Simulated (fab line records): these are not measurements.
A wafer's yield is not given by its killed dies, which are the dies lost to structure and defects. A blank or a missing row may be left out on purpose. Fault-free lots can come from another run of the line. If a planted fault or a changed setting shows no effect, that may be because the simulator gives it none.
One fault through the eyes of 2 desks + flow sky130 + numbers are kept per desk, each desk with only its own; the story behind them comes last

TOOL OWNER'S DESK, furnace-02
The tool's own readings at SKY_GATE_OXIDE_OXIDATION_01 (stabilise 600 s, purge 300 s, target thk 10.268 nm): means of the sampled wafers that have a number, for each lot that ran on this tool. A lot is out of limits, marked OUT, if its mean lies more than 4 standard deviations from the usual mean; the brackets give that distance.
Columns: A = tube_center_temp_C_max at SKY_GATE_OXIDE_OXIDATION_01, usual 902.3; B = zone power bottom pct at SKY_GATE_OXIDE_OXIDATION_01, usual 29.6 %
| lot  | first seen here | A     | B    |
|------|-----------------|-------|------|
| L681 | day 13 04:53    | 902.5 | 29.7 |
| L692 | day 17 01:53    | 901.9 | 29.9 |
| L694 | day 17 15:13    | 902.5 | 29.6 |
| L703 | day 20 16:41    | 902.2 | 29.9 |
This desk's finding: nothing out of limits on any of the 4 lots.

METROLOGY DESK
Lot by lot, what the gauges showed, no matter which tool ran the lot: averages of those sampled wafers that carry a number. A lot is out of limits, marked OUT, if its mean lies more than 4 standard deviations from the usual mean; the brackets give that distance.
Columns: A = cd nm at SKY_SONOS_ONO_CD_MEAS_13, usual 410.7 nm; B = SONOS_ONO_OVL at SKY_SONOS_ONO_OVL_MEAS_14, usual -0.4 nm; C = GATE_OXIDE_OXIDATION_00_THK at SKY_GATE_OXIDE_THK_MEAS_02, usual 10.32 nm
| lot  | first seen here | A     | B    | C     |
|------|-----------------|-------|------|-------|
| L681 | day 13 04:26    | 409.1 | 2.0  | 10.02 |
| L692 | day 17 00:38    | 410.5 | -1.0 | 10.21 |
| L694 | day 17 12:55    | 409.0 | -0.5 | 10.45 |
| L698 | day 19 00:35    | 408.3 | 0.5  | 10.54 |
| L700 | day 19 16:06    | 409.1 | -0.2 | 10.38 |
| L703 | day 20 15:04    | 409.8 | -1.1 | 10.55 |
This desk's finding: nothing out of limits on any of the 6 lots.

BROUGHT TOGETHER
Nothing out of limits was seen by the tool owner's desk.
Nothing out of limits was seen by the metrology desk.

WHAT THE SIMULATOR PUT IN
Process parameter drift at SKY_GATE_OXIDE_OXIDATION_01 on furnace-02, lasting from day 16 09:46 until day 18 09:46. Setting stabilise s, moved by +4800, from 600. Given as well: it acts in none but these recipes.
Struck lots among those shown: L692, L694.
